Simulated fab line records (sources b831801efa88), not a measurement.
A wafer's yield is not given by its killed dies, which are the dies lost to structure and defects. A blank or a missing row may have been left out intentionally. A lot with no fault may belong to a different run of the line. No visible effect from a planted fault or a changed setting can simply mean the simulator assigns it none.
A lot that was struck, set against a sound lot    flow gf180mcu    27 steps out of a route of 602
Sound: these wafers, L836.1, L836.4, L836.6. Wafers L848.1, L848.2, L848.3 were the ones struck. At the end, the cause is stated.
For every step that has rows: the tool of each side, followed by ch and its chambers, followed by its first start. Under that, the readings that differ: sound wafers    struck wafers    difference of the means    sigmas: that difference in standard deviations of wafers without a fault.
alike: readings with means less than 2 such deviations apart, plus words and numbers identical on both sides. not compared: withheld readings, readings lacking a value on some wafer, bounds such as >300 that could conceal the same value, and numbers that have no deviation in the record and whose values overlap.
A row with sigmas, a row that says differs or no value, or rows on one side alone: a step with any of these is where the two part. Numbers that don't overlap but have no deviation are shown without sigmas and don't part them. A reading missing from all wafers of one side parts the sides only when that side holds two or more wafers.

GF_V2_ETCH_16: etches BARC in N2/H2.
  sound on rieDiel-04 ch 2,3, day 21 14:49; struck on rieDiel-03 ch 0,1,2, day 26 00:10
reading              sound              struck             difference  sigmas
oesProductAu (a.u.)  0.860 0.854 0.858  0.847 0.847 0.849  -0.010      -2
  alike: drypumpMotorCurrentA, throttleValvePct
GF_V2_ETCH_17: etches SiO2 in C4F8/O2/Ar, stops on TiN, target depth 630 nm.
  sound on rieDiel-04 ch 2,3; struck on rieDiel-03 ch 0,1,2
  alike: oesProductAu
then, 3 steps without rows for these wafers: GF_V2_STRIP_18 (strips in O2/N2); GF_V2_STRIP_19 (strips in post etch residue remover, time 1200 s); GF_V2_CLEAN_20 (cleans in DIW).
GF_V2_SPUTTER_21: material Ti, target thk 15 nm, time 80.02 s.
  struck on pvdSputter-04, day 26 00:49; sound on pvdSputter-04, day 21 15:30
  alike: cathodeDcPowerW, chamberPressurePa, throttleValvePct
GF_V2_SPUTTER_22: material TiN, target thk 10 nm, time 40 s.
  struck on pvdSputter-04, day 26 00:53; sound on pvdSputter-04, day 21 15:34
  alike: cathodeDcPowerW, chamberPressurePa, throttleValvePct
GF_V2_CVD_23: deposits W, target thk 350 nm, time 104.94 s.
  sound on cvdW-01 ch 0, day 21 15:36; struck on cvdW-01 ch 0,1, day 26 00:55
  alike: chamberPressureTorr, heaterPowerW, susceptorTempC
GF_V2_RS_MEAS_24: measures by four-point-probe.
  struck on filmMetro-04, day 26 01:02; sound on filmMetro-04, day 21 15:43
  alike: V2_W_RS
GF_V2_THK_MEAS_25: measures by xrf.
  struck on filmMetro-04, day 26 01:09; sound on filmMetro-04, day 21 15:50
  alike: V2_W_THK
then, 2 steps without rows for these wafers: GF_V2_CMP_26 (polishes, stops on SiO2, t overpolish 15 s, target thk 0 nm); GF_M3_SPUTTER_00 (material Ti, target thk 37.5 nm, time 150 s).
GF_M3_SPUTTER_01: material TiN, target thk 30 nm, time 25 s.
  struck on pvdSputter-03, day 26 01:37; sound on pvdSputter-01, day 21 16:17
  no value came back on the struck wafers for cathodeDcPowerW (W), chamberPressurePa (Pa), throttleValvePct (%); on the sound wafers cathodeDcPowerW (W) reads 6501.9 6499.0 6497.5
then, 10 steps without rows for these wafers: GF_M3_SPUTTER_02 (material AlCu, target thk 450 nm, time 23.9 s); GF_M3_SPUTTER_03 (material Ti, target thk 10 nm, time 6.7 s); GF_M3_SPUTTER_04 (material TiN, target thk 50 nm, time 41.7 s); GF_M3_DEHYDRATE_07 (time 60 s); GF_M3_HMDS_08 (prime time 60 s); GF_M3_COAT_09 (resist thk 1000 nm); GF_M3_SOFTBAKE_10 (time 60 s); GF_M3_EXPOSE_11 (exposes mask Metal3, target cd 280 nm); GF_M3_PEB_12 (peb time 90 s); GF_M3_DEVELOP_13 (develop time 60 s).
GF_M3_CD_MEAS_14 targets a cd of 280 nm.
  struck on cdSem-02, day 26 22:40; sound on cdSem-01, day 22 16:03
  alike: cdNm
GF_M3_OVL_MEAS_15:
  struck on overlay-02, day 26 22:47; sound on overlay-01, day 22 16:10
  alike: M3_OVL
GF_M3_METAL_ETCH_16: etches the open film in Cl2/BCl3, stops on SiO2, target depth 627.5 nm, time 104.6 s.
  sound on rieMetal-04 ch 0,1, day 22 16:13; struck on rieMetal-03 ch 0,1, day 26 22:49
reading               sound                 struck                difference  sigmas
oesProductAu (a.u.)   0.966 0.964 0.969     0.945 0.940 0.942     -0.024      -4
throttleValvePct (%)  28.258 28.249 28.243  28.272 28.284 28.267  +0.024      +2
  alike: bcl3FlowSccm, drypumpMotorCurrentA
  not compared: rfHoursCounterH
then, 1 step without rows for these wafers: GF_M3_STRIP_17 (strips in O2/N2).

== WHERE THEY PART ==
First at GF_V2_ETCH_16; last, within this record, at GF_M3_METAL_ETCH_16.

WHY: whatever the simulator had introduced
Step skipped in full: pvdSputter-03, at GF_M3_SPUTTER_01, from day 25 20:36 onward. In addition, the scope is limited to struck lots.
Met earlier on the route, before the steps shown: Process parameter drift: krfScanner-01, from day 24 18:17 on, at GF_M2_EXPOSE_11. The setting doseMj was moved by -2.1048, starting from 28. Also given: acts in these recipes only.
